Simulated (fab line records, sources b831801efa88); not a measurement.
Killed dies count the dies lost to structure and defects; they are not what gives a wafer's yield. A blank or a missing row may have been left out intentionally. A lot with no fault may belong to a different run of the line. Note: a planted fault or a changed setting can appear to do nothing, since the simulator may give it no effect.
Matching of chambers || flow sky130 || rie-diel-02 running SKY_CONTACT_ETCH_16: 4 sister chambers
The step etches BARC in N2/H2, stops on SiO2, time 45.9 s, target depth 60 nm. 4 wafers are shown with their chamber, then 9 later ones without.

## WAFERS WITH THEIR CHAMBER
{"wafer": "L075.4", "chamber": 1, "drypump-motor-current-A (A)": 6.1}
{"wafer": "L078.6", "chamber": 3, "drypump-motor-current-A (A)": 6.4}
{"wafer": "L082.1", "chamber": 0, "drypump-motor-current-A (A)": 5.6}
{"wafer": "L082.4", "chamber": 2, "drypump-motor-current-A (A)": 6.0}

## WAFERS WHOSE CHAMBER IS MISSING
{"wafer": "L085.1", "drypump-motor-current-A (A)": 5.6}
{"wafer": "L085.4", "drypump-motor-current-A (A)": 6.4}
{"wafer": "L085.5", "drypump-motor-current-A (A)": 5.9}
{"wafer": "L087.1", "drypump-motor-current-A (A)": 6.1}
{"wafer": "L087.2", "drypump-motor-current-A (A)": 5.9}
{"wafer": "L087.5", "drypump-motor-current-A (A)": 5.7}
{"wafer": "L092.2", "drypump-motor-current-A (A)": 5.6}
{"wafer": "L092.4", "drypump-motor-current-A (A)": 5.9}
{"wafer": "L092.5", "drypump-motor-current-A (A)": 6.5}

## WHICH CHAMBER EACH ONE RAN IN
{"wafer": "L085.1", "from the rows above": 0, "in truth": 0}
{"wafer": "L085.4", "from the rows above": 3, "in truth": 3}
{"wafer": "L085.5", "from the rows above": "can't be placed: 2 or 1", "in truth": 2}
{"wafer": "L087.1", "from the rows above": "can't be placed: 1 or 2", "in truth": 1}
{"wafer": "L087.2", "from the rows above": "can't be placed: 2 or 1", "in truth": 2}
{"wafer": "L087.5", "from the rows above": 0, "in truth": 0}
{"wafer": "L092.2", "from the rows above": 0, "in truth": 0}
{"wafer": "L092.4", "from the rows above": "can't be placed: 2 or 1", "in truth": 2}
{"wafer": "L092.5", "from the rows above": 3, "in truth": 3}
Placed correctly: 5 of 9. From these rows, 4 cannot be placed; in 4 the true chamber is one of the candidates. Placed wrongly: 0.
How it was worked out, from the rows above alone: a wafer's distance from a chamber is the root of the sum, over the readings, of the square of ((its reading less the chamber's mean) divided by the reading's scatter). The wafer belongs to the nearest chamber; if the next one is less than 2 further off, it can't be placed. A chamber's mean is the mean of its shown wafers. The scatter (one wafer shown for each chamber): square how far every hidden wafer sits from the nearest shown wafer, average those squares and take the square root.
